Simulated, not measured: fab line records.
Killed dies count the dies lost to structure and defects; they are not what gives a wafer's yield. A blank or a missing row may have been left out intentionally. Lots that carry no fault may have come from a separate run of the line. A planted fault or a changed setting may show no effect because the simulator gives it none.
Matching of chambers    flow sky130    rie-diel-03 running SKY_VIA3_ETCH_14: 4 sister chambers
The step etches BARC in N2/H2, stops on SiO2, time 45.9 s, target depth 60 nm. 30 wafers are shown with their chamber, then 12 later ones without.

## WAFERS, EACH WITH ITS CHAMBER
wafer   chamber  drypump-motor-current-A (A)  throttle-valve-pct (%)  oes-product-au (a.u.)
L074.2  0        5.1                          13.225                  0.860
L074.3  3        5.0                          13.223                  0.861
L074.5  2        5.6                          13.218                  0.857
L076.2  2        5.7                          13.218                  0.855
L076.3  0        5.1                          13.233                  0.850
L076.5  1        5.6                          13.234                  0.850
L079.1  0        5.1                          13.230                  0.859
L079.2  3        4.9                          13.229                  0.856
L079.6  0        5.1                          13.227                  0.856
L082.1  3        4.9                          13.226                  0.847
L082.2  0        5.1                          13.237                  0.852
L082.5  0        5.0                          13.213                  0.855
L085.1  3        5.0                          13.207                  0.850
L085.2  2        5.7                          13.232                  0.855
L085.3  1        5.5                          13.237                  0.854
L085.4  0        5.1                          13.215                  0.855
L085.5  0        5.1                          13.227                  0.849
L085.6  1        5.6                          13.222                  0.849
L087.1  0        5.0                          13.221                  0.848
L087.2  2        5.7                          13.232                  0.854
L087.5  2        5.7                          13.231                  0.849
L088.1  1        5.5                          13.243                  0.850
L088.3  2        5.7                          13.238                  0.853
L088.6  0        5.0                          13.216                  0.850
L089.3  3        5.0                          13.219                  0.855
L089.5  3        5.0                          13.234                  0.854
L089.6  0        5.1                          13.235                  0.858
L091.1  2        5.7                          13.209                  0.864
L091.4  0        5.1                          13.230                  0.855
L091.5  1        5.6                          13.229                  0.852

SIGNATURES (means of the wafers above)
reading                  chamber 0  chamber 1  chamber 2  chamber 3  scatter within a chamber
drypump-motor-current-A  5.075      5.560      5.686      4.967      0.0466
throttle-valve-pct       13.22575   13.23300   13.22543   13.22300   0.00888
oes-product-au           0.85392    0.85100    0.85529    0.85383    0.00412
Rule: distance of a wafer from a chamber = root of the sum over the readings of ((wafer's reading minus chamber's mean) / reading's scatter) squared. If the next closest chamber is less than 2 further off than the closest, the wafer can't be placed; otherwise it belongs to the closest. The scatter: the root of (the sum of the squares of (reading less its chamber's mean) over the shown wafers, divided by (wafers less chambers)).

## WAFERS WHOSE CHAMBER IS MISSING
wafer   drypump-motor-current-A (A)  throttle-valve-pct (%)  oes-product-au (a.u.)
L092.1  5.6                          13.226                  0.855
L092.2  5.7                          13.223                  0.855
L092.3  4.9                          13.222                  0.856
L092.4  5.1                          13.228                  0.849
L092.5  5.0                          13.230                  0.852
L092.6  5.6                          13.222                  0.849
L095.1  5.5                          13.234                  0.846
L095.3  5.0                          13.219                  0.858
L095.6  5.7                          13.219                  0.856
L097.3  5.1                          13.226                  0.859
L097.5  5.5                          13.219                  0.852
L097.6  5.1                          13.243                  0.853

## CHAMBER TAKEN BY EACH
wafer   from the rows above      in truth
L092.1  can't be placed: 1 or 2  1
L092.2  2                        2
L092.3  3                        3
L092.4  can't be placed: 0 or 3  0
L092.5  can't be placed: 3 or 0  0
L092.6  can't be placed: 1 or 2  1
L095.1  1                        1
L095.3  can't be placed: 3 or 0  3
L095.6  2                        2
L097.3  can't be placed: 0 or 3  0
L097.5  1                        1
L097.6  can't be placed: 0 or 3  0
5 of 12 placed correctly. From these rows, 7 cannot be placed; in 7 the true chamber is one of the candidates. Number placed wrongly: 0.
